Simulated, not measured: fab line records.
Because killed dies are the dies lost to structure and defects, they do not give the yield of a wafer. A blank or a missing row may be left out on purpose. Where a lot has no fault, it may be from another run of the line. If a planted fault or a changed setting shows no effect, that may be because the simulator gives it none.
fab line records	flow sky130
record lots=15	wafers=45	last_day=50
route steps=708 shown PWDE@54 NWELL@67 METAL2@499 VIA2@509
lots that met no fault: from a run of the same line without faults
start_h: hours from the record's first day to the start of the lot's first wafer shown	wait_h: hours elapsed since this lot's preceding step	" as in the row above	L1.1+2: several wafers, shown together as one row	- no value present, or no start provided	* or withheld: withheld	< > ~ a bound
route shown NAME@n: names a module that has steps shown in the file, with the first one's number in the route	usual: average and standard deviation across the fault-free wafers	same: alike in all rows	chamber/n: place in a boat	sites: each site's reading	_std_site: their standard deviation	_edge_site: the outer-site mean with the inner-site mean subtracted	radius_mm: for every site, how far away it sits from the centre of the wafer	mask NAME#n: copy n	behind: the tool/chamber that last shaped the wafer	hold: the reason the lot was held/the length of the hold in hours/how it ended	device: names the non-switching transistor (n, p or np)	end of line: the tests these same wafers got at the end of their route	a step with no rows: only its recipe	killed: the dies lost at the first sort to structure and to defects; this is not the yield of the wafer	map: shows each die of a wafer: x if killed, . if not, _ if none is there
set.NAME: the setting that was run; set.NAME@STEP: the one run at that earlier step	model.NAME: the simulator's own value behind a step, which no gauge read
one table for each step of the route and one row for each wafer, over a sample of lots
services: a tool's chamber out of use, with start hour (start_h, from the record's first day; less than 0 if before it), hours out, and reason
## steps
# step SKY_PWDE_STRIP_09
# recipe chemistry=O2/N2	power_w=1400	pressure_mtorr=1500	platen_temp_c=withheld	o2_flow_sccm=3000	n2_flow_sccm=300	overash_fraction=0.5
# usual chamber_pressure_mTorr=1500.0/1.2	drypump_motor_current_A=5.5/0.58	oes_product_au=0.722/0.0044	strip_time_to_endpoint_s=36.88/0.1
lot.wafer	tool	chamber	start_h	wait_h	chamber_pressure_mTorr	drypump_motor_current_A	oes_product_au	rf_hours_counter_h	strip_time_to_endpoint_s
L557.1	plasma_asher-01	0	69.42	0.1	1500.9	4.9	0.721	40	37.03
L557.4	"	0	"	"	1500.1	4.9	0.728	-	37.08
L557.5	"	1	"	"	1502.4	5.1	0.725	-	36.85
L558.1	plasma_asher-04	0	76.97	0.1	1498.8	5.9	0.724	40	36.92
L558.3	"	0	"	"	1501.3	6.0	0.718	-	36.91
L558.4	"	1	"	"	1502.3	4.7	0.722	-	37.11
L559.1	plasma_asher-04	1	78.66	0.1	1499.5	4.7	0.728	40	37.06
L559.3	"	1	"	"	1501.4	4.7	0.726	-	36.97
L559.6	"	0	"	"	1499.7	6.0	0.726	-	37.05
L560.1	plasma_asher-04	1	85.69	0.1	1500.3	4.7	0.722	41	36.91
L560.2	"	0	"	"	1499.5	5.9	0.720	41	37.04
L560.6	"	0	"	"	1498.9	6.0	0.725	-	36.96
L561.3	plasma_asher-04	1	90.78	0.1	1501.8	4.7	0.728	-	37.00
L561.4	"	0	"	"	1500.7	5.9	0.723	-	36.99
L561.5	"	0	"	"	1499.4	5.9	0.717	-	36.91
L562.1	plasma_asher-01	1	98.72	0.2	1500.6	5.1	0.719	42	36.69
L562.2	"	0	"	"	1499.1	4.9	0.726	42	36.83
L562.4	"	1	"	"	1500.5	5.1	0.715	-	36.82
L563.1	plasma_asher-04	1	103.91	0.1	1500.1	4.7	0.731	44	36.90
L563.3	"	0	"	"	1500.1	6.0	0.726	-	36.84
L563.4	"	1	"	"	1500.8	4.7	0.721	-	36.93
L567.1	plasma_asher-01	0	125.49	0.1	1499.8	4.9	0.721	45	36.92
L567.2	"	1	"	"	1501.9	5.1	0.729	45	36.82
L567.6	"	1	"	"	1500.8	5.1	0.721	-	36.82
L568.3	plasma_asher-02	0	130.28	0.1	1503.1	6.3	0.730	-	36.67
L568.4	"	1	"	"	1499.3	5.6	0.720	-	36.70
L568.5	"	0	"	"	1499.1	6.3	0.721	-	36.78
L570.1	plasma_asher-04	1	141.31	0.1	1498.9	4.7	0.717	2	36.98
L570.3	"	0	"	"	1499.6	5.9	0.719	-	36.92
L570.6	"	0	"	"	1501.4	5.9	0.724	-	36.96
L576.2	plasma_asher-02	1	172.94	0.1	-	-	-	-	-
L576.3	"	1	"	"	-	-	-	-	-
L576.6	"	0	"	"	-	-	-	-	-
L577.3	plasma_asher-02	1	185.18	0.1	-	-	-	-	-
L577.4	"	0	"	"	-	-	-	-	-
L577.5	"	1	"	"	-	-	-	-	-
L578.2	plasma_asher-04	1	192.14	0.1	-	-	-	-	-
L578.3	"	0	"	"	-	-	-	-	-
L578.6	"	1	"	"	-	-	-	-	-
L579.1	plasma_asher-02	1	197.02	0.1	1497.0	5.5	0.724	47	36.67
L579.3	"	0	"	"	1497.9	6.4	0.716	-	36.76
L579.6	"	1	"	"	1500.7	5.6	0.721	-	36.71
L580.2	plasma_asher-01	0	202.31	0.1	1501.4	4.9	0.721	52	36.78
L580.3	"	1	"	"	1501.2	5.1	0.724	-	36.68
L580.4	"	0	"	"	1500.2	4.9	0.721	-	36.75
# step SKY_NWELL_STRIP_14
# recipe chemistry=O2/N2	power_w=1400	pressure_mtorr=1500	platen_temp_c=withheld	o2_flow_sccm=3000	n2_flow_sccm=300	overash_fraction=0.5
# usual chamber_pressure_mTorr=1500.0/1.4	drypump_motor_current_A=5.6/0.5	oes_product_au=0.722/0.0044	strip_time_to_endpoint_s=36.89/0.096
lot.wafer	tool	chamber	start_h	wait_h	chamber_pressure_mTorr	drypump_motor_current_A	oes_product_au	rf_hours_counter_h	strip_time_to_endpoint_s
L557.1	plasma_asher-03	1	87.29	0.1	1502.1	5.3	0.718	27	36.99
L557.4	"	1	"	"	1502.4	5.4	0.726	-	36.84
L557.5	"	1	"	"	1500.2	5.3	0.721	-	36.93
L558.1	plasma_asher-04	1	95.46	0.1	1499.0	4.7	0.731	43	36.91
L558.3	"	1	"	"	1500.4	4.8	0.721	-	36.98
L558.4	"	0	"	"	1497.9	5.9	0.730	-	36.97
L559.1	plasma_asher-04	0	96.51	0.1	1499.0	5.9	0.714	43	36.86
L559.3	"	0	"	"	1499.3	6.0	0.723	-	36.85
L559.6	"	1	"	"	1499.6	4.7	0.728	-	36.86
L560.1	plasma_asher-03	1	104.31	0.1	1500.3	5.3	0.721	30	36.90
L560.2	"	0	"	"	1499.0	5.5	0.718	30	36.86
L560.6	"	0	"	"	1500.9	5.5	0.721	-	36.77
L561.3	plasma_asher-03	1	109.51	0.1	1500.2	5.3	0.728	-	36.98
L561.4	"	0	"	"	1502.6	5.5	0.721	-	36.91
L561.5	"	0	"	"	1503.4	5.5	0.724	-	36.90
L562.1	plasma_asher-04	1	118.29	0.1	1498.5	4.7	0.724	0	36.78
L562.2	"	0	"	"	1498.7	5.9	0.726	0	36.69
L562.4	"	1	"	"	1501.4	4.7	0.722	-	36.76
L563.1	plasma_asher-02	1	122.51	0.1	1499.7	5.6	0.723	40	36.92
L563.3	"	0	"	"	1501.6	6.3	0.719	-	36.86
L563.4	"	1	"	"	1499.6	5.6	0.717	-	36.88
L567.1	plasma_asher-02	1	144.71	0.1	1501.3	5.6	0.721	42	36.98
L567.2	"	0	"	"	1498.6	6.3	0.715	42	37.03
L567.6	"	0	"	"	1502.5	6.3	0.725	-	37.03
L568.3	plasma_asher-04	0	149.73	0.1	1497.7	5.9	0.722	-	36.90
L568.4	"	1	"	"	1498.3	4.7	0.721	-	36.85
L568.5	"	1	"	"	1499.6	4.7	0.729	-	36.85
L570.1	plasma_asher-02	0	161.24	0.1	1500.1	6.3	0.714	44	36.74
L570.3	"	0	"	"	1499.8	6.3	0.715	-	36.81
L570.6	"	1	"	"	1497.1	5.5	0.724	-	36.69
L576.2	plasma_asher-04	1	194.49	0.1	1498.9	4.7	0.734	8	81.01
L576.3	"	0	"	"	1500.3	5.9	0.746	-	80.99
L576.6	"	0	"	"	1501.9	5.9	0.744	-	81.05
L577.3	plasma_asher-02	0	207.24	0.1	1499.6	6.3	0.742	-	80.89
L577.4	"	1	"	"	1499.2	5.6	0.733	-	80.99
L577.5	"	1	"	"	1500.5	5.6	0.734	-	80.90
L578.2	plasma_asher-02	0	214.19	0.1	1499.9	6.3	0.733	49	81.06
L578.3	"	1	"	"	1501.9	5.5	0.737	-	81.13
L578.6	"	1	"	"	1499.5	5.6	0.739	-	81.27
L579.1	plasma_asher-03	0	219.47	0.1	1499.5	5.5	0.718	41	36.74
L579.3	"	1	"	"	1500.1	5.4	0.715	-	36.70
L579.6	"	0	"	"	1500.2	5.5	0.715	-	36.84
L580.2	plasma_asher-04	1	225.19	0.1	1499.4	4.7	0.727	11	37.00
L580.3	"	1	"	"	1502.4	4.7	0.726	-	37.01
L580.4	"	0	"	"	1497.4	5.9	0.709	-	36.99
# step SKY_NWELL_TW_MEAS_15
# usual NWELL_TW=1814/7.2
lot.wafer	tool	chamber	start_h	wait_h	NWELL_TW
L557.1	film_metro-04	-	87.39	0.1	1822
L557.4	"	-	"	"	1811
L557.5	"	-	"	"	1818
L558.1	film_metro-02	-	95.56	0.1	1818
L558.3	"	-	"	"	1820
L558.4	"	-	"	"	1817
L559.1	film_metro-02	-	96.61	0.1	1821
L559.3	"	-	"	"	1818
L559.6	"	-	"	"	1813
L560.1	film_metro-04	-	104.41	0.1	1819
L560.2	"	-	"	"	1807
L560.6	"	-	"	"	1808
L561.3	film_metro-02	-	109.59	0.1	1809
L561.4	"	-	"	"	1807
L561.5	"	-	"	"	1810
L562.1	film_metro-04	-	118.39	0.1	1816
L562.2	"	-	"	"	1808
L562.4	"	-	"	"	1807
L563.1	film_metro-04	-	122.61	0.1	1813
L563.3	"	-	"	"	1825
L563.4	"	-	"	"	1819
L567.1	film_metro-03	-	144.81	0.1	1824
L567.2	"	-	"	"	1820
L567.6	"	-	"	"	1827
L568.3	film_metro-02	-	149.81	0.1	1812
L568.4	"	-	"	"	1815
L568.5	"	-	"	"	1818
L570.1	film_metro-04	-	161.34	0.1	1798
L570.3	"	-	"	"	1831
L570.6	"	-	"	"	1803
L576.2	film_metro-04	-	194.60	0.1	30
L576.3	"	-	"	"	30
L576.6	"	-	"	"	30
L577.3	film_metro-04	-	207.33	0.1	30
L577.4	"	-	"	"	30
L577.5	"	-	"	"	30
L578.2	film_metro-04	-	214.30	0.1	30
L578.3	"	-	"	"	30
L578.6	"	-	"	"	30
L579.1	film_metro-02	-	219.57	0.1	1815
L579.3	"	-	"	"	1819
L579.6	"	-	"	"	1808
L580.2	film_metro-03	-	225.30	0.1	1825
L580.3	"	-	"	"	1819
L580.4	"	-	"	"	1815
# step SKY_METAL2_OVL_MEAS_16
# usual METAL2_OVL=3/5.9
lot.wafer	tool	chamber	start_h	wait_h	METAL2_OVL[nm]
L557.1	overlay-02	-	816.88	0.1	9
L557.4	"	-	"	"	2
L557.5	"	-	"	"	4
L558.1	overlay-02	-	831.99	0.1	-2
L558.3	"	-	"	"	-2
L558.4	"	-	"	"	-3
L559.1	overlay-01	-	838.14	0.1	12
L559.3	"	-	"	"	10
L559.6	"	-	"	"	8
L562.1	overlay-01	-	861.43	0.1	14
L562.2	"	-	"	"	1
L562.4	"	-	"	"	6
L560.1	overlay-01	-	863.04	0.1	-1
L560.2	"	-	"	"	-3
L560.6	"	-	"	"	1
L561.3	overlay-02	-	863.35	0.1	2
L561.4	"	-	"	"	-3
L561.5	"	-	"	"	3
L563.1	overlay-01	-	873.04	0.1	-5
L563.3	"	-	"	"	-3
L563.4	"	-	"	"	-2
L567.1	overlay-01	-	899.44	0.1	-1
L567.2	"	-	"	"	4
L567.6	"	-	"	"	0
L568.3	overlay-01	-	907.74	0.1	-3
L568.4	"	-	"	"	14
L568.5	"	-	"	"	5
L570.1	overlay-01	-	921.68	0.1	6
L570.3	"	-	"	"	6
L570.6	"	-	"	"	0
L576.2	overlay-01	-	954.08	0.1	-3
L576.3	"	-	"	"	1
L576.6	"	-	"	"	-2
L577.3	overlay-02	-	971.41	0.1	-3
L577.4	"	-	"	"	0
L577.5	"	-	"	"	-2
L578.2	overlay-02	-	979.85	0.1	1
L578.3	"	-	"	"	-3
L578.6	"	-	"	"	1
L579.1	overlay-02	-	984.34	0.1	-4
L579.3	"	-	"	"	-9
L579.6	"	-	"	"	-2
L580.2	overlay-02	-	994.30	0.1	3
L580.3	"	-	"	"	9
L580.4	"	-	"	"	1
# step SKY_VIA2_CMP_02
# recipe material=SiO2	down_force_psi=4	platen_rpm=60	pad_velocity_m_s=0.94248
# usual edge_zone_pressure_frac=1.000/0.0053	motor_current_A=12.3/0.96	slurry_filter_dp_kPa=13.49/0.13
lot.wafer	tool	chamber	start_h	wait_h	edge_zone_pressure_frac	motor_current_A	slurry_filter_dp_kPa
L557.4	cmp-02	0	817.93	0.1	1.011	13.8	13.29
L557.1	"	2	"	"	1.004	11.5	13.30
L557.5	"	3	"	"	1.002	10.7	13.53
L558.3	cmp-01	0	833.03	0.0	1.003	11.7	13.28
L558.1	"	2	"	"	1.002	13.6	13.36
L558.4	"	3	"	"	0.996	12.0	13.55
L559.1	cmp-01	0	839.15	0.1	0.999	11.8	13.57
L559.3	"	3	"	"	1.006	12.0	13.41
L559.6	"	0	"	"	0.994	12.2	13.41
L562.2	cmp-01	2	862.43	0.0	1.014	13.4	13.61
L562.4	"	3	"	"	1.007	12.0	13.63
L562.1	"	0	"	"	0.997	11.5	13.53
L560.1	cmp-01	0	864.13	0.1	1.004	12.4	13.42
L560.2	"	1	"	"	0.994	12.1	13.57
L560.6	"	0	"	"	1.002	12.1	13.66
L561.4	cmp-01	1	864.60	0.3	1.000	11.2	13.72
L561.3	"	2	"	"	0.992	13.5	13.43
L561.5	"	1	"	"	1.001	11.3	13.35
L563.3	cmp-02	1	874.23	0.0	0.997	12.7	13.65
L563.1	"	2	"	"	0.997	11.5	13.45
L563.4	"	0	"	"	1.002	13.9	13.28
L567.2	cmp-01	0	900.75	0.2	1.008	11.2	13.45
L567.1	"	1	"	"	0.996	11.5	13.25
L567.6	"	2	"	"	1.004	14.1	13.43
L568.4	cmp-02	3	908.87	0.1	1.009	11.2	13.65
L568.3	"	0	"	"	0.998	14.3	13.58
L568.5	"	2	"	"	1.001	11.5	13.48
L570.1	cmp-01	0	922.79	0.1	1.003	11.6	13.49
L570.3	"	3	"	"	1.003	11.9	13.39
L570.6	"	1	"	"	0.997	12.0	13.42
L576.3	cmp-01	1	955.08	0.0	0.994	12.3	13.53
L576.2	"	0	"	"	0.990	11.8	13.60
L576.6	"	2	"	"	0.999	13.4	13.44
L577.4	cmp-02	1	972.43	0.0	1.011	12.6	13.70
L577.3	"	0	"	"	1.002	13.9	13.39
L577.5	"	2	"	"	1.006	11.8	13.68
L578.3	cmp-01	1	981.22	0.4	0.998	10.5	13.54
L578.2	"	3	"	"	0.994	11.9	13.55
L578.6	"	1	"	"	0.995	11.6	13.22
L579.3	cmp-02	0	985.35	0.0	0.994	14.6	13.29
L579.1	"	2	"	"	0.996	11.8	13.28
L579.6	"	1	"	"	1.005	12.5	13.83
L580.2	cmp-01	2	995.52	0.0	0.998	13.1	13.71
L580.4	"	3	"	"	1.002	11.6	13.65
L580.3	"	1	"	"	1.008	12.2	13.61
# step SKY_VIA2_CVD_21
# recipe material=W	target_thk_nm=420	time_s=126.4	temp_c=400	pressure_torr=40
# usual heater_power_w=825/66
lot.wafer	tool	chamber	start_h	wait_h	heater_power_w
L557.1	cvd_w-02	1	845.19	0.0	936
L557.4	"	1	"	"	956
L557.5	"	1	"	"	934
L558.1	cvd_w-02	1	860.45	0.0	949
L558.3	"	0	"	"	931
L558.4	"	1	"	"	954
L559.1	cvd_w-02	1	866.38	0.0	940
L559.3	"	0	"	"	877
L559.6	"	1	"	"	958
L562.1	cvd_w-02	0	890.18	0.0	917
L562.2	"	1	"	"	936
L562.4	"	1	"	"	936
L560.1	cvd_w-02	1	890.78	0.0	933
L560.2	"	0	"	"	921
L560.6	"	0	"	"	904
L561.3	cvd_w-01	1	892.26	0.1	776
L561.4	"	0	"	"	763
L561.5	"	1	"	"	807
L563.1	cvd_w-01	0	901.98	0.0	753
L563.3	"	0	"	"	777
L563.4	"	1	"	"	790
L567.1	cvd_w-01	1	926.49	0.0	783
L567.2	"	0	"	"	791
L567.6	"	1	"	"	784
L568.3	cvd_w-01	1	934.54	0.1	798
L568.4	"	0	"	"	783
L568.5	"	0	"	"	786
L570.1	cvd_w-02	1	948.34	0.0	903
L570.3	"	1	"	"	890
L570.6	"	1	"	"	863
L576.2	cvd_w-01	0	980.21	0.0	770
L576.3	"	0	"	"	761
L576.6	"	0	"	"	771
L577.3	cvd_w-01	1	997.24	0.1	787
L577.4	"	0	"	"	773
L577.5	"	1	"	"	789
L578.2	cvd_w-01	0	1006.04	0.0	755
L578.3	"	1	"	"	787
L578.6	"	1	"	"	789
L579.1	cvd_w-02	1	1010.59	0.0	893
L579.3	"	0	"	"	829
L579.6	"	0	"	"	841
L580.2	cvd_w-02	0	1020.09	0.0	829
L580.3	"	0	"	"	838
L580.4	"	1	"	"	900
## services
tool	chamber	start_h	hours	kind
cmp-01	-	64.00	4.0	pm
cmp-01	-	89.87	17.0	pm
plasma_asher-04	-	108.75	9.0	pm
cmp-01	-	147.91	1.3	repair
cmp-01	-	150.96	2.1	repair
cmp-01	-	181.59	2.5	repair
cmp-01	-	194.60	5.6	repair
cmp-01	-	201.29	4.0	repair
cmp-01	-	212.41	7.2	pm
cmp-01	-	250.27	1.0	repair
cmp-01	-	269.16	1.7	repair
cmp-01	-	332.03	2.8	repair
plasma_asher-04	-	334.51	3.2	repair
plasma_asher-04	-	345.64	1.3	repair
cmp-01	-	350.79	0.9	repair
cmp-01	-	353.15	4.0	pm
cmp-01	-	362.25	0.6	repair
plasma_asher-04	-	365.37	24.4	repair
cmp-01	-	380.96	1.1	repair
cmp-01	-	401.76	0.7	repair
cmp-01	-	404.00	4.0	pm
plasma_asher-04	-	419.74	0.4	repair
plasma_asher-04	-	695.32	8.7	pm
plasma_asher-04	-	960.08	4.3	repair
## key
first_sign step=SKY_PWDE_STRIP_09	reading=tool_record	direction=missing
effect step=SKY_NWELL_STRIP_14	reading=strip_time_to_endpoint_s	direction=up	sigmas=99+	usual=*	struck=*
effect step=SKY_NWELL_TW_MEAS_15	reading=NWELL_TW	direction=down	sigmas=99+	usual=1814	struck=30
met_at SKY_PWDE_STRIP_09
struck_lots L576,L577,L578
sort_left_out L576.2,L576.3,L576.6,L577.3,L577.4,L577.5,L578.2,L578.3,L578.6
tester_left_out L576,L577,L578
not_acting_at SKY_METAL2_OVL_MEAS_16,SKY_VIA2_CMP_02,SKY_VIA2_CVD_21
onset_between 141.31 172.94
fault kind=skipped_step_whole	tool=plasma_asher-02,plasma_asher-04	chamber=-	onset_h=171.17	steps=SKY_PWDE_STRIP_09	scope=struck_lots_only
# tester_left_out: of these lots the tester's yield and bins aren't shown, on N5 and GAA mostly nor the transistor test; their killed dies are dies lost to structure and defects alone, not to doping, threshold or leakage, so they don't give the yield
# sort_left_out: the simulated sort isn't trusted on such a fault, so these wafers' sort isn't shown, and their yield isn't known
